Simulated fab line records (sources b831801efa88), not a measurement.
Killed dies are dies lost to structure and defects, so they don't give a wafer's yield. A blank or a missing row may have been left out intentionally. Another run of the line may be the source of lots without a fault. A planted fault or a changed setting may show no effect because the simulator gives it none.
A lot that was struck, set against a sound lot || flow sky130 || 15 steps out of a route of 708
Sound: wafers L832.1, L832.2, L832.4. Struck: wafers L841.2, L841.3, L841.4. The cause is named last.
For every step that has rows: the tool of each side, followed by ch and its chambers, followed by its first start. Under that, the readings that differ: sound wafers || struck wafers || difference of the means || sigmas: that difference in standard deviations of wafers without a fault.
alike: readings with means less than 2 such deviations apart, plus words and numbers identical on both sides. not compared: withheld readings, readings lacking a value on some wafer, bounds such as >300 that could conceal the same value, and numbers that have no deviation in the record and whose values overlap.
The two part at a step that has a row with sigmas, a row that says differs or no value, or rows on one side only. When numbers do not overlap yet have no deviation, they are printed without sigmas and do not part them. A reading that every wafer of one side lacks parts them only if that side has two wafers or more.

first, 9 steps without rows for these wafers: SKY_CAP2M_CLEAN_17 (cleans in O3/DIW); SKY_METAL4_DEHYDRATE_05 (time 60 s); SKY_METAL4_HMDS_06 (prime time 60 s); SKY_METAL4_COAT_07 (resist thk 60 nm); SKY_METAL4_COAT_08 (resist thk 1140 nm); SKY_METAL4_SOFTBAKE_09 (time 90 s); SKY_METAL4_EXPOSE_10 (exposes mask MM4, target cd 300 nm); SKY_METAL4_PEB_11; SKY_METAL4_DEVELOP_12 (develop time 60 s).
SKY_METAL4_CD_MEAS_13: the cd target is 300 nm.
  sound: cd sem-01 at day 43 20:10; struck: cd sem-02 at day 45 20:59
{"reading": "cd nm (nm)", "sound": "300.3 301.8 301.0", "struck": "297.7 295.7 295.0", "difference": -4.9, "sigmas": -4}
SKY_METAL4_OVL_MEAS_14:
  sound: overlay-02 at day 43 20:17; struck: overlay-02 at day 45 21:05
{"reading": "METAL4_OVL (nm)", "sound": "-7 -4 -7", "struck": "6 12 13", "difference": "+16", "sigmas": "+3"}
SKY_METAL4_DESCUM_15: chemistry O2, time 8 s.
  sound on rie metal-04 ch 0,1, day 43 20:19; struck on rie metal-03 ch 0, day 45 21:08
  alike: drypump motor current A, oes product au, temp c
  not compared: rf hours counter h
SKY_METAL4_ETCH_16: etches BARC in N2/H2, stops on SiO2, time 88.2 s, target depth 60 nm.
  sound on rie metal-04 ch 0,1, day 43 20:21; struck on rie metal-03 ch 0, day 45 21:13
{"reading": "oes product au (a.u.)", "sound": "0.628 0.619 0.624", "struck": "0.643 0.647 0.643", "difference": "+0.021", "sigmas": "+4"}
{"reading": "run length s (s)", "sound": "116.0 116.9 116.3", "struck": "112.5 112.6 112.6", "difference": -3.8, "sigmas": -4}
  alike: drypump motor current A, throttle valve pct
  not compared: rf hours counter h
SKY_METAL4_ETCH_17: etches SiO2 in C4F8/O2/Ar, stops on TiN, time 3.9 s, target depth 15 nm.
  sound on rie diel-02 ch 0,1,3, day 43 20:27; struck on rie diel-02 ch 0,2,3, day 45 21:23
  alike: oes product au
  not compared: rf hours counter h
-- the record jumps here: 4 days lie between the struck wafers' starts before and after (it left off in module METAL4 and takes up again in module PAD_OPEN, whose first step shown is number 708 of the route) --
SKY_PAD_OPEN_PROBE_99:
  sound: prober-01 at day 47 14:05; struck: prober-02 at day 49 10:50
  alike: defect limited yield, killed_at_M0_to_M3, killed_at_M4_up, killed at contacts, killed at front end, killed at other, killed dies, killed open, killed short, sort_bin_3_pad_short, sort_bin_5_function, sort_bin_6_memory, sort n pass, sort yield pct

WHERE THEY PART
Earliest at SKY_METAL4_CD_MEAS_13; latest, in this record, at SKY_METAL4_ETCH_16. Later steps at which nothing parts them and some readings are alike: SKY_METAL4_ETCH_17, SKY_PAD_OPEN_PROBE_99.

WHY: the cause the simulator had injected
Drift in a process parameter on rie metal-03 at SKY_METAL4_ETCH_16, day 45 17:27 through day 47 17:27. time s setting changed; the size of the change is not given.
